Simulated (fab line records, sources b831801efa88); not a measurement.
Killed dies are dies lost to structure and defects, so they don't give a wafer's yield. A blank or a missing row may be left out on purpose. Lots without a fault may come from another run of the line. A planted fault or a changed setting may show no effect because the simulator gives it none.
Chamber matching | flow gf180mcu | GF_V4_CVD_02 on pecvd-04: 3 sister chambers
The step deposits SiO2 from TEOS, target thk 850 nm, time 94.851 s. 14 wafers are shown with their chamber, then 7 later ones without.

WAFERS WITH THEIR CHAMBER
wafer  | chamber | heater_power_w (W)
L658.1 | 1       | 527
L658.3 | 0       | 686
L658.4 | 2       | 597
L659.2 | 0       | 652
L659.3 | 1       | 610
L659.6 | 0       | 691
L660.2 | 1       | 633
L660.3 | 2       | 671
L660.5 | 2       | 727
L674.1 | 1       | 554
L674.4 | 2       | 697
L674.5 | 1       | 590
L676.2 | 1       | 567
L676.4 | 0       | 548

SIGNATURES (means of the wafers above)
reading        | chamber 0 | chamber 1 | chamber 2 | scatter within a chamber
heater_power_w | 644.25    | 580.17    | 673.00    | 52.2
Rule: a wafer's distance from a chamber is the root of the sum, over the readings, of the square of ((its reading less the chamber's mean) divided by the reading's scatter). The wafer belongs to the nearest chamber; if the next one is less than 2 further off, it can't be placed. The scatter: the root of (the sum of the squares of (reading less its chamber's mean) over the shown wafers, divided by (wafers less chambers)).

WAFERS WITHOUT THEIR CHAMBER
wafer  | heater_power_w (W)
L676.5 | 715
L677.2 | 632
L677.3 | 662
L677.4 | 611
L678.2 | 638
L678.5 | 671
L678.6 | 778

WHICH CHAMBER EACH WENT THROUGH
wafer  | from the rows above          | in truth
L676.5 | can't be placed: 2 or 0 or 1 | 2
L677.2 | can't be placed: 0 or 2 or 1 | 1
L677.3 | can't be placed: 2 or 0 or 1 | 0
L677.4 | can't be placed: 1 or 0 or 2 | 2
L678.2 | can't be placed: 0 or 2 or 1 | 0
L678.5 | can't be placed: 2 or 0 or 1 | 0
L678.6 | can't be placed: 2 or 0 or 1 | 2
Placed correctly: 0 of 7. Can't be placed from these rows: 7 (the true chamber is among the candidates in 7). Placed wrongly: 0.
